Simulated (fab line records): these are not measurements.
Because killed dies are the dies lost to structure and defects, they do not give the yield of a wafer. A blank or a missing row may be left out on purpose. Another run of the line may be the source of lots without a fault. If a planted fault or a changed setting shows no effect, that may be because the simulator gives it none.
Matching of chambers + flow sfq_line + SFQ_TRILAYER_I2_CMP_CMP_064 on cmp-02: 4 sister chambers
The step polishes SiO2. 4 wafers are shown with their chamber, then 10 later ones without.

## WAFERS, EACH WITH ITS CHAMBER
| wafer  | chamber | motor_current_A (A) |
|--------|---------|---------------------|
| L478.1 | 3       | 10.0                |
| L478.4 | 1       | 9.7                 |
| L479.4 | 2       | 9.6                 |
| L479.1 | 0       | 9.8                 |

## WAFERS WITHOUT THEIR CHAMBER
| wafer  | motor_current_A (A) |
|--------|---------------------|
| L479.2 | 10.0                |
| L480.1 | 9.8                 |
| L480.3 | 9.9                 |
| L480.4 | 10.3                |
| L489.1 | 9.7                 |
| L489.2 | 10.2                |
| L489.6 | 8.9                 |
| L491.1 | 9.8                 |
| L491.3 | 9.2                 |
| L491.5 | 10.2                |

## THE CHAMBER EACH PASSED THROUGH
| wafer  | from the rows above               | in truth |
|--------|-----------------------------------|----------|
| L479.2 | can't be placed: 3 or 0 or 1 or 2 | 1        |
| L480.1 | can't be placed: 0 or 1 or 3 or 2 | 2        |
| L480.3 | can't be placed: 0 or 3 or 1 or 2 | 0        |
| L480.4 | can't be placed: 3 or 0 or 1 or 2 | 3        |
| L489.1 | can't be placed: 1 or 2 or 0 or 3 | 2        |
| L489.2 | can't be placed: 3 or 0 or 1 or 2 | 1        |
| L489.6 | can't be placed: 2 or 1 or 0 or 3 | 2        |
| L491.1 | can't be placed: 0 or 1 or 3 or 2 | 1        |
| L491.3 | can't be placed: 2 or 1 or 0 or 3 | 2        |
| L491.5 | can't be placed: 3 or 0 or 1 or 2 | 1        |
Correct placement for 0 of the 10. Cannot be placed on the basis of these rows: 10; the candidates contain the true chamber in 10. 0 placed wrongly.
How it was worked out, from the rows above alone: a wafer's distance from a chamber is the root of the sum, over the readings, of the square of ((its reading less the chamber's mean) divided by the reading's scatter). The wafer belongs to the nearest chamber; if the next one is less than 2 further off, it can't be placed. A chamber's mean is the mean of its shown wafers. The scatter: with one shown wafer a chamber, the root of the mean of the squares of how far each hidden wafer lies from its nearest shown one.
